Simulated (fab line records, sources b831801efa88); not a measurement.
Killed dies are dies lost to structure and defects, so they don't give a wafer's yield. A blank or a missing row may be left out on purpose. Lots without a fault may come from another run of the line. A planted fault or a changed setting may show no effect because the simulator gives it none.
Which tool did it? | flow sky130 | 12 lots, 36 wafers sampled, at 5 steps of a route of 708

WHAT THE GAUGES READ, wafer by wafer
SKY_NWELL_TW_MEAS_26. Usual: NWELL_2_TW 499.5, standard deviation 2.6.
lot  | measured     | on            | NWELL_2_TW        | flag
L970 | day 5 06:04  | film_metro-01 | 501.8 500.9 499.5 |
L971 | day 5 11:20  | film_metro-01 | 499.2 500.4 502.1 |
L972 | day 5 20:11  | film_metro-01 | 500.1 501.1 502.0 |
L973 | day 5 23:02  | film_metro-01 | 500.6 497.1 499.4 |
L975 | day 6 12:01  | film_metro-02 | 498.2 497.2 496.9 |
L976 | day 6 19:53  | film_metro-03 | 502.0 500.8 504.3 |
L980 | day 8 03:20  | film_metro-02 | 495.0 499.4 500.5 |
L981 | day 8 04:23  | film_metro-01 | 500.2 500.0 500.8 |
L979 | day 8 05:01  | film_metro-03 | 500.7 500.5 500.8 |
L986 | day 9 08:17  | film_metro-02 | 499.8 498.2 501.1 |
L988 | day 9 22:17  | film_metro-03 | 501.1 503.0 502.5 |
L992 | day 11 02:11 | film_metro-03 | 506.0 503.7 503.3 |

SKY_VT_ADJUST_HVTR_CD_MEAS_07: target cd 380 nm. Usual: cd_nm 380.6 nm, standard deviation 2.9.
lot  | measured     | on        | cd_nm (nm)                          | flag
L970 | day 9 06:46  | cd_sem-01 | 387.1 385.8 385.6                   |
L971 | day 9 13:32  | cd_sem-02 | 378.6 377.5 379.1                   |
L972 | day 10 01:01 | cd_sem-01 | 378.7 376.2 376.1                   |
L973 | day 10 05:30 | cd_sem-02 | 379.7 379.2 378.7                   |
L975 | day 10 19:03 | cd_sem-01 | 380.8 379.5 379.6                   |
L976 | day 11 05:03 | cd_sem-01 | 380.2 382.0 381.7                   |
L980 | day 12 19:43 | cd_sem-02 | 384.0 383.7 380.6                   |
L981 | day 12 20:25 | cd_sem-02 | 383.4 383.9 383.0                   |
L979 | day 12 21:30 | cd_sem-02 | 379.0 381.9 378.7                   |
L986 | day 14 07:22 | cd_sem-01 | 368.8 370.2 365.7 369.4 370.5 366.2 | OFF
L988 | day 15 00:49 | cd_sem-02 | 365.6 364.3 366.0 365.2 364.0 366.1 | OFF
L992 | day 16 09:23 | cd_sem-02 | 379.0 378.4 378.9                   |

WHICH TOOL RAN EACH LOT (tool, then ch and the chambers of the sampled wafers, then the start)
lot  | SKY_NWELL_RTA_28                 | SKY_VT_ADJUST_HVTP_STRIP_10          | SKY_VT_ADJUST_HVTR_DEVELOP_06
L970 | rtp_anneal-02 ch 0, day 5 06:11  | plasma_asher-01 ch 0,1, day 6 00:08  | litho_track-04 ch 0, day 9 06:37
L971 | rtp_anneal-01 ch 0, day 5 11:28  | plasma_asher-02 ch 1, day 6 06:01    | litho_track-04 ch 0, day 9 13:23
L972 | rtp_anneal-02 ch 0, day 5 20:18  | plasma_asher-04 ch 1, day 6 15:41    | litho_track-04 ch 0, day 10 00:52
L973 | rtp_anneal-02 ch 0, day 5 23:10  | plasma_asher-02 ch 0,1, day 6 18:29  | litho_track-01 ch 0, day 10 05:22
L975 | rtp_anneal-02 ch 0, day 6 12:11  | plasma_asher-01 ch 0,1, day 7 07:50  | litho_track-02 ch 0, day 10 18:54
L976 | rtp_anneal-02 ch 0, day 6 20:00  | plasma_asher-04 ch 0,1, day 7 16:14  | litho_track-01 ch 0, day 11 04:55
L980 | rtp_anneal-02 ch 0, day 8 03:28  | plasma_asher-02 ch 0,1, day 9 00:09  | litho_track-01 ch 0, day 12 19:35
L981 | rtp_anneal-02 ch 0, day 8 04:33  | plasma_asher-02 ch 0,1, day 9 01:19  | litho_track-04 ch 0, day 12 20:16
L979 | rtp_anneal-02 ch 0, day 8 05:08  | plasma_asher-02 ch 0,1, day 9 02:25  | litho_track-02 ch 0, day 12 21:21
L986 | rtp_anneal-01 ch 0, day 9 08:24  | plasma_asher-04 ch 1, day 10 06:28   | litho_track-04 ch 0, day 14 07:13
L988 | rtp_anneal-02 ch 0, day 9 22:24  | plasma_asher-04 ch 1, day 10 21:25   | litho_track-04 ch 0, day 15 00:40
L992 | rtp_anneal-02 ch 0, day 11 02:18 | plasma_asher-04 ch 0,1, day 12 01:05 | litho_track-01 ch 0, day 16 09:14
- SKY_NWELL_RTA_28: time 30 s.
- SKY_VT_ADJUST_HVTP_STRIP_10: strips in O2/N2.
- SKY_VT_ADJUST_HVTR_DEVELOP_06: develop time 60 s.

WHAT THE TOOLS THEMSELVES READ (means of the sampled wafers that have a number; where no wafer has one, the mark that the record gives instead)
SKY_NWELL_RTA_28. Usual: lamp_power_pct 25.30 %, standard deviation 0.051; wafer_temp_C_max 1054.8, standard deviation 0.92.
lot  | tool          | lamp_power_pct (%) | wafer_temp_C_max | flag
L970 | rtp_anneal-02 | 25.28              | 1055.8           |
L971 | rtp_anneal-01 | 25.31              | 1054.4           |
L972 | rtp_anneal-02 | 25.29              | 1055.1           |
L973 | rtp_anneal-02 | 25.30              | 1054.4           |
L975 | rtp_anneal-02 | 25.33              | 1054.0           |
L976 | rtp_anneal-02 | 25.26              | 1054.1           |
L980 | rtp_anneal-02 | 25.30              | 1054.8           |
L981 | rtp_anneal-02 | 25.29              | 1055.2           |
L979 | rtp_anneal-02 | 25.29              | 1055.4           |
L986 | rtp_anneal-01 | 25.40              | 1053.8           |
L988 | rtp_anneal-02 | 25.31              | 1053.4           |
L992 | rtp_anneal-02 | 25.30              | 1055.0           |

SKY_VT_ADJUST_HVTP_STRIP_10. Usual: drypump_motor_current_A 5.4 A, standard deviation 0.39; oes_product_au 0.716 a.u., standard deviation 0.0043; strip_time_to_endpoint_s 14.15 s, standard deviation 0.04.
lot  | tool            | drypump_motor_current_A (A) | oes_product_au (a.u.) | strip_time_to_endpoint_s (s) | flag
L970 | plasma_asher-01 | 5.5                         | 0.715                 | 14.13                        |
L971 | plasma_asher-02 | 4.9                         | 0.716                 | 14.19                        |
L972 | plasma_asher-04 | 5.9                         | 0.714                 | 14.10                        |
L973 | plasma_asher-02 | 4.9                         | 0.715                 | 14.13                        |
L975 | plasma_asher-01 | 5.7                         | 0.714                 | 14.14                        |
L976 | plasma_asher-04 | 5.6                         | 0.718                 | 14.15                        |
L980 | plasma_asher-02 | 5.0                         | 0.716                 | 14.18                        |
L981 | plasma_asher-02 | 5.0                         | 0.713                 | 14.16                        |
L979 | plasma_asher-02 | 4.9                         | 0.722                 | 14.19                        |
L986 | plasma_asher-04 | 5.9                         | 0.718                 | 14.12                        |
L988 | plasma_asher-04 | 5.9                         | 0.720                 | 14.13                        |
L992 | plasma_asher-04 | 5.6                         | 0.714                 | 14.17                        |

SKY_VT_ADJUST_HVTR_DEVELOP_06. Usual: developer_temp_C 23.00 C, standard deviation 0.1.
lot  | tool           | developer_temp_C (C) | flag
L970 | litho_track-04 | 22.84                |
L971 | litho_track-04 | 23.08                |
L972 | litho_track-04 | 23.01                |
L973 | litho_track-01 | 23.07                |
L975 | litho_track-02 | 22.99                |
L976 | litho_track-01 | 22.96                |
L980 | litho_track-01 | 22.94                |
L981 | litho_track-04 | 23.09                |
L979 | litho_track-02 | 23.09                |
L986 | litho_track-04 | 23.01                |
L988 | litho_track-04 | 22.90                |
L992 | litho_track-01 | 23.09                |

THE ANSWER, worked out from the rows above alone
Rule: a lot is off if the mean of its wafers that have a number lies more than 3 standard deviations from the usual mean. A lot without any number at a reading at which 4 lots or more have one is off too. The other lots that the step has rows for count as sound. The gauges are gone through in route order, then the tools' own readings, and for those a lot's mean is taken as printed above. The first step at which some lot is off is used, and at that step the reading that is off furthest; a lot without a number counts as furthest.
Off: L986, L988, at SKY_VT_ADJUST_HVTR_CD_MEAS_07 (cd_nm).
A tool fits if, at a process step before that reading, it ran every lot that is off, and no sound lot after the first of them. The gauges at SKY_VT_ADJUST_HVTR_CD_MEAS_07 are tried like those tools. One fits: litho_track-04 at SKY_VT_ADJUST_HVTR_DEVELOP_06. Its last sound lot is L981 (day 12 20:16), its first lot that is off L986 (day 14 07:13): a fault that began between those two fits.

WHAT THE SIMULATOR HAD PUT IN
Process parameter drift: litho_track-04, from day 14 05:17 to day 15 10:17, at SKY_VT_ADJUST_HVTR_DEVELOP_06. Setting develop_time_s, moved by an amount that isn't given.
Lots struck among those shown: L986, L988. The rule above found the same.
